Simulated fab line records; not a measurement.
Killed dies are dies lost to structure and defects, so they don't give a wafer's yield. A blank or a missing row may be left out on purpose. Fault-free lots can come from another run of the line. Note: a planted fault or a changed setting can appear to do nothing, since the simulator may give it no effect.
Tool commonality check + flow gf180mcu + Sampled: 12 lots, 36 wafers

== REASON FOR OPENING ==
Of 12 lots, 2 have the reading MVSD_OVL flagged at GF_MVSD_OVL_MEAS_07. No-fault wafers: -0.8 nm, standard deviation 1.3.
Rule: a lot is flagged in two cases, either no wafer of it has a number, or all its wafers with numbers fall more than 4 standard deviations from that mean. All remaining lots are regarded as sound.

| lot  | measured    | on         | MVSD_OVL (nm), wafer by wafer | flag    |
|------|-------------|------------|-------------------------------|---------|
| L300 | day 4 10:05 | overlay-01 | -2.9 -2.3 -2.5                |         |
| L301 | day 4 15:08 | overlay-01 | -0.4 1.3 -1.0                 |         |
| L302 | day 4 21:31 | overlay-01 | -1.8 -2.3 -1.9                |         |
| L303 | day 5 03:32 | overlay-01 | -1.2 -0.4 -1.2                |         |
| L304 | day 5 08:29 | overlay-01 | -0.4 0.1 0.5                  |         |
| L307 | day 6 03:07 | overlay-02 | 0.8 0.9 2.5                   |         |
| L308 | day 6 08:49 | overlay-02 | -87.7 -88.6 -87.0             | FLAGGED |
| L309 | day 6 13:58 | overlay-02 | -87.1 -85.5 -88.4             | FLAGGED |
| L310 | day 6 20:01 | overlay-02 | -0.8 -1.3 -1.8                |         |
| L317 | day 8 13:46 | overlay-02 | 0.2 -0.1 2.6                  |         |
| L320 | day 9 06:44 | overlay-01 | -2.7 -2.7 -4.8                |         |
| L322 | day 9 19:53 | overlay-02 | -2.0 -2.3 -1.7                |         |
Average over the flagged lots: -87.4 nm; offset from the usual -86.6 nm, equal to -67 standard deviations.

== WHICH TOOL EACH LOT WENT THROUGH ==
The record holds 2 process steps before the reading, out of a route of 602 steps. Cell contents, in order: the tool; ch with the chambers the sampled wafers went through; the start.
| lot  | flag    | GF_LVPWELL_STRIP_10                 | GF_MVSD_EXPOSE_04                  |
|------|---------|-------------------------------------|------------------------------------|
| L300 |         | plasma-asher-02 ch 0,1, day 3 21:00 | iline-stepper-01 ch 0, day 4 03:27 |
| L301 |         | plasma-asher-01 ch 0,1, day 4 01:46 | iline-stepper-01 ch 0, day 4 08:49 |
| L302 |         | plasma-asher-03 ch 0,1, day 4 08:01 | iline-stepper-02 ch 0, day 4 14:54 |
| L303 |         | plasma-asher-01 ch 0,1, day 4 13:51 | iline-stepper-01 ch 0, day 4 20:43 |
| L304 |         | plasma-asher-02 ch 0,1, day 4 18:51 | iline-stepper-01 ch 0, day 5 02:10 |
| L307 |         | plasma-asher-02 ch 0,1, day 5 12:52 | iline-stepper-02 ch 0, day 5 20:19 |
| L308 | FLAGGED | plasma-asher-01 ch 0,1, day 5 18:19 | iline-stepper-01 ch 0, day 6 01:42 |
| L309 | FLAGGED | plasma-asher-02 ch 0,1, day 5 22:58 | iline-stepper-01 ch 0, day 6 06:33 |
| L310 |         | plasma-asher-03 ch 0,1, day 6 04:09 | iline-stepper-02 ch 0, day 6 12:29 |
| L317 |         | plasma-asher-03 ch 0,1, day 7 21:07 | iline-stepper-02 ch 0, day 8 05:23 |
| L320 |         | plasma-asher-03 ch 0,1, day 8 14:11 | iline-stepper-02 ch 0, day 8 22:29 |
| L322 |         | plasma-asher-03 ch 0,1, day 9 02:48 | iline-stepper-02 ch 0, day 9 11:52 |
What these steps do:
- GF_LVPWELL_STRIP_10: strips in O2/N2.
- GF_MVSD_EXPOSE_04: exposes mask MVSD, target cd 1000 nm.
- GF_MVSD_OVL_MEAS_07

== FLAGGED OVER TOTAL, TOOL BY TOOL (the gauges that took the reading come last) ==
| step                | tool             | lots run | flagged | share of the flagged lots | sound lots run after its first flagged lot |
|---------------------|------------------|----------|---------|---------------------------|--------------------------------------------|
| GF_LVPWELL_STRIP_10 | plasma-asher-01  | 3        | 1       | some                      | 0                                          |
| GF_LVPWELL_STRIP_10 | plasma-asher-02  | 4        | 1       | some                      | 0                                          |
| GF_LVPWELL_STRIP_10 | plasma-asher-03  | 5        | 0       | none                      | -                                          |
| GF_MVSD_EXPOSE_04   | iline-stepper-01 | 6        | 2       | all                       | 0                                          |
| GF_MVSD_EXPOSE_04   | iline-stepper-02 | 6        | 0       | none                      | -                                          |
| GF_MVSD_OVL_MEAS_07 | overlay-01       | 6        | 0       | none                      | -                                          |
| GF_MVSD_OVL_MEAS_07 | overlay-02       | 6        | 2       | all                       | 3 (L310,L317,L322)                         |

== WHAT THE TABLE ALLOWS ==
Every flagged lot went through 2 rows of the table: iline-stepper-01 at GF_MVSD_EXPOSE_04 and overlay-02 at GF_MVSD_OVL_MEAS_07.
- iline-stepper-01 at GF_MVSD_EXPOSE_04 ran 6 lots, 2 of them flagged. Last sound lot L304 at day 5 02:10, first flagged lot L308 at day 6 01:42; a fault beginning in between fits.
- overlay-02 at GF_MVSD_OVL_MEAS_07 ran 6 lots, 2 of them flagged. After the first flagged lot (L310, L317, L322), sound lots still ran on it; a lasting fault on the whole tool would not permit that.
One tool is left: iline-stepper-01 at GF_MVSD_EXPOSE_04.

== WHAT THE SIMULATOR HAD INSERTED ==
Scanner matching overlay: iline-stepper-01, from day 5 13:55 on, at GF_MVSD_EXPOSE_04. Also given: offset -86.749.
Struck lots among those shown: L308, L309. The rule above found the same.
